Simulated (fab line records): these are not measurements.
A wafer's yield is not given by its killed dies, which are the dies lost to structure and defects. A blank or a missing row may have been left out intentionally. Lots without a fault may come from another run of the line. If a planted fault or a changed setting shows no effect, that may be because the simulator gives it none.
Code-filled problem report in 8D (eight disciplines) form :: flow sky130 :: the parts of the form that need people (team, actions taken, sign-off) are left out

== 1. WHAT WENT WRONG ==
Mean of doseIonsCm2 at SKY_NWELL_IMPLANT_12: 1.4635e+12 across 9 wafers in 3 lots; on wafers with no fault it is 1.3003e+12 (standard deviation 1.3e+09). That is +99 or more standard deviations from the usual mean.
First seen on wafer L572.2, day 7 02:32, on implanter-04. The record holds 36 wafers of 12 lots with a number at this step. By rule, "out" or "out of limits" means more than 4 standard deviations away from the usual mean. The other wafers with a number count as sound.

== 2. WHAT IT IS, AND WHAT IT ISN'T ==
question: which readings at this step
is: doseIonsCm2, faradayCurrentUA
is not: -

question: which lots
is: L572, L573, L576
is not: L563, L564, L565, L571, L580, L581, L582, L584, L586

question: which wafers of those lots
is: all that have a number
is not: -

question: read on which tools
is: implanter-04
is not: implanter-01, implanter-03

question: when
is: from day 7 02:32
is not: up to then (12 sound wafers); but 15 sound wafers of L580, L581, L582, L584, L586 came after

== 3. WHAT RULES OUT EACH SUSPECT ==
Counting: a tool at a process step up to the reading stays a suspect if it ran every lot that is out and no sound lot after the first of them.
- implanter-04 at SKY_NWELL_IMPLANT_12: kept. All lots that are out passed through it, beginning with L572 at day 7 02:32, and no sound lot followed; its final sound lot before that point was L571 at day 6 20:25. On those wafers its own readings are out: doseIonsCm2, faradayCurrentUA.
Remaining after the count: implanter-04 at SKY_NWELL_IMPLANT_12.

== 4. THE CAUSE (what the simulator had put in) ==
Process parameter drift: implanter-04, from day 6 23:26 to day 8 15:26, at SKY_NWELL_IMPLANT_12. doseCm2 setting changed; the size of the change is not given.
This tool alone remained once counting was done.

== 5. THE CHAIN OF EFFECTS, in route order ==
One row per reading whose mean, taken over the struck wafers that have a number, lies over 3 standard deviations from the usual. Only readings whose record carries a usual standard deviation are examined. hours: median over the lots of the time between each lot's start at the first step of this table that gives one and its start at this step. sigmas: the change, counted in usual standard deviations.
hours: 0
step: SKY_NWELL_IMPLANT_12
reading: doseIonsCm2
usual: 1.3003e+12
on struck wafers: 1.4635e+12
change: +1.6318e+11
sigmas: +99 or more

hours: 0
step: SKY_NWELL_IMPLANT_12
reading: faradayCurrentUA
usual: 7.31
on struck wafers: 8.19
change: +0.88
sigmas: +5.8
The process steps in it:
- SKY_NWELL_IMPLANT_12
Later steps that measure or inspect, where all struck wafers having a row at the step show a number for every such reading and not one has moved that far: SKY_NWELL_RS_MEAS_29, SKY_SD_N_RS_MEAS_18.

== 6. HOW IT WOULD HAVE BEEN CAUGHT EARLIER ==
3 hours passed between the start of the fault at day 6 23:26 and the first reading out of limits in this record, taken at day 7 02:32.
